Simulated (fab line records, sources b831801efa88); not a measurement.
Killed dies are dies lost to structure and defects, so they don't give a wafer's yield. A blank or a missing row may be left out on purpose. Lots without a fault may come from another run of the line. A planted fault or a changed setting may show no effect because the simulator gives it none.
Split-lot experiment | flow sky130 | 5 lots, 23 wafers read, on a route of 708 steps

THE SPLIT
At SKY_GATE_OXIDE_IMPLANT_11, the setting energy_kev was moved away from the recipe's 10 on 7 of the 23 wafers read, by -5.4% to +4.2%. The other wafers ran this setting at the recipe's value.

The reading is taken at the split's own step.

THE READING
implant.drp_nm (the simulator's own value, which no gauge read), in nm, at SKY_GATE_OXIDE_IMPLANT_11. The file gives no usual value for it.

wafer  | tool, chamber at the split | energy_kev as run | against the recipe | implant.drp_nm, nm | against lot-mates on the recipe
L074.1 | implanter-01, 0            | 10                | recipe             | 17.11              | -
L074.3 | implanter-01, 0            | 10                | recipe             | 17.11              | -
L074.2 | implanter-01, 0            | 9.464             | -5.4%              | 16.47              | -0.64
L074.4 | implanter-01, 0            | 9.464             | -5.4%              | 16.47              | -0.64
L074.5 | implanter-01, 0            | 9.464             | -5.4%              | 16.47              | -0.64
L076.1 | implanter-04, 0            | 10                | recipe             | 17.11              | -
L076.2 | implanter-04, 0            | 10                | recipe             | 17.11              | -
L076.3 | implanter-04, 0            | 10                | recipe             | 17.11              | -
L076.5 | implanter-04, 0            | 9.774             | -2.3%              | 16.84              | -0.27
L076.6 | implanter-04, 0            | 9.774             | -2.3%              | 16.84              | -0.27
L079.1 | implanter-01, 0            | 10                | recipe             | 17.11              | -
L079.3 | implanter-01, 0            | 10                | recipe             | 17.11              | -
L079.5 | implanter-01, 0            | 10                | recipe             | 17.11              | -
L082.1 | implanter-01, 0            | 10                | recipe             | 17.11              | -
L082.2 | implanter-01, 0            | 10                | recipe             | 17.11              | -
L082.4 | implanter-01, 0            | 10                | recipe             | 17.11              | -
L082.5 | implanter-01, 0            | 10                | recipe             | 17.11              | -
L082.6 | implanter-01, 0            | 10                | recipe             | 17.11              | -
L084.1 | implanter-02, 0            | 10.42             | +4.2%              | 17.61              | +0.50
L084.5 | implanter-02, 0            | 10.42             | +4.2%              | 17.61              | +0.50
L084.2 | implanter-02, 0            | 10                | recipe             | 17.11              | -
L084.4 | implanter-02, 0            | 10                | recipe             | 17.11              | -
L084.6 | implanter-02, 0            | 10                | recipe             | 17.11              | -

THE FIT
A straight line over all 23 wafers: implant.drp_nm changes by +0.119 nm for each +1% of energy_kev; r = +1.00; the points scatter about the line by 0.00035 nm.
The same after taking each lot's own level away (the mean of its wafers on the recipe; 23 wafers): +0.119 nm for each +1%; r = +1.00; scatter 0.00035 nm.
On that fit, the largest move of energy_kev shifts the reading by 0.64 nm.
The lots' own levels span 17.110 to 17.110 nm.
So the lot-to-lot level changes the slope little: the two slopes agree.
Check: with one of the wafers moved furthest among these (-5.4%) left out of the fit, the line predicts -0.64 nm for it against its lot-mates. It came out at -0.64 nm against them.

OTHER SPLITS ON THESE WAFERS
These wafers also went through other splits before the reading. Each is held against what the fit with the lots' levels taken away leaves over:
other split on the same wafers       | wafers away from the commonest value | r with implant.drp_nm (lot level and that fit taken away)
SKY_VT_ADJUST_PCH_COAT_02 spin_rpm   | 5                                    | +0.20
SKY_VT_ADJUST_PCH_STRIP_09 power_w   | 5                                    | -0.18
SKY_SONOS_ONO_OXIDATION_00 ox_time_s | 15                                   | +0.34
SKY_GATE_OXIDE_COAT_05 resist_thk_nm | 5                                    | -0.18

THE WHOLE CHAIN: every reading that the file lists as answering this split, in the file's order
step                      | what it does | reading                                                         | change (the file's fit)               | r (the file's)
SKY_GATE_OXIDE_IMPLANT_11 |              | implant.rp_nm (the simulator's own value, which no gauge read)  | +0.292 nm for each +1% of the setting | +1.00
SKY_GATE_OXIDE_IMPLANT_11 |              | implant.drp_nm (the simulator's own value, which no gauge read) | +0.12 nm for each +1% of the setting  | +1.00

THE FILE'S OWN FIT
implant.drp_nm changes by +0.12 nm for each +1% of energy_kev, r = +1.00.
